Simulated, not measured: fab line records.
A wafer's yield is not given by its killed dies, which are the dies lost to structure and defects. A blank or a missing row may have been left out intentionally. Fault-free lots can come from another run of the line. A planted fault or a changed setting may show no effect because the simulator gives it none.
Chamber matching	flow gf180mcu	cmp-02 running GF_V3_CMP_26: 4 sister chambers
The step polishes, stops on SiO2, t overpolish 15 s, target thk 0 nm. 4 wafers are shown with their chamber, then 7 later ones without.

WAFERS WITH THEIR CHAMBER
wafer	chamber	motor-current-A (A)
L581.3	0	9.7
L585.3	3	11.7
L585.4	2	11.7
L586.5	1	11.4

WAFERS MISSING THEIR CHAMBER
wafer	motor-current-A (A)
L586.6	11.6
L587.2	10.1
L587.3	12.2
L587.6	12.2
L588.4	12.2
L588.5	12.0
L588.6	11.4

EACH ONE'S CHAMBER
wafer	from the rows above	in truth
L586.6	can't be placed: 2 or 3 or 1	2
L587.2	0	0
L587.3	can't be placed: 2 or 3 or 1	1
L587.6	can't be placed: 2 or 3 or 1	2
L588.4	can't be placed: 2 or 3 or 1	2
L588.5	can't be placed: 2 or 3 or 1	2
L588.6	can't be placed: 1 or 2 or 3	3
Placed correctly: 1 of 7. Can't be placed from these rows: 6 (the true chamber is among the candidates in 6). Number placed wrongly: 0.
How it was worked out, from the rows above alone: a wafer's distance from a chamber is the root of the sum, over the readings, of the square of ((its reading less the chamber's mean) divided by the reading's scatter). If the next closest chamber is less than 2 further off than the closest, the wafer can't be placed; otherwise it belongs to the closest. The mean given for a chamber averages the wafers shown for that chamber. The scatter: root of mean squared gap, hidden wafer to nearest shown wafer, with one shown wafer a chamber.
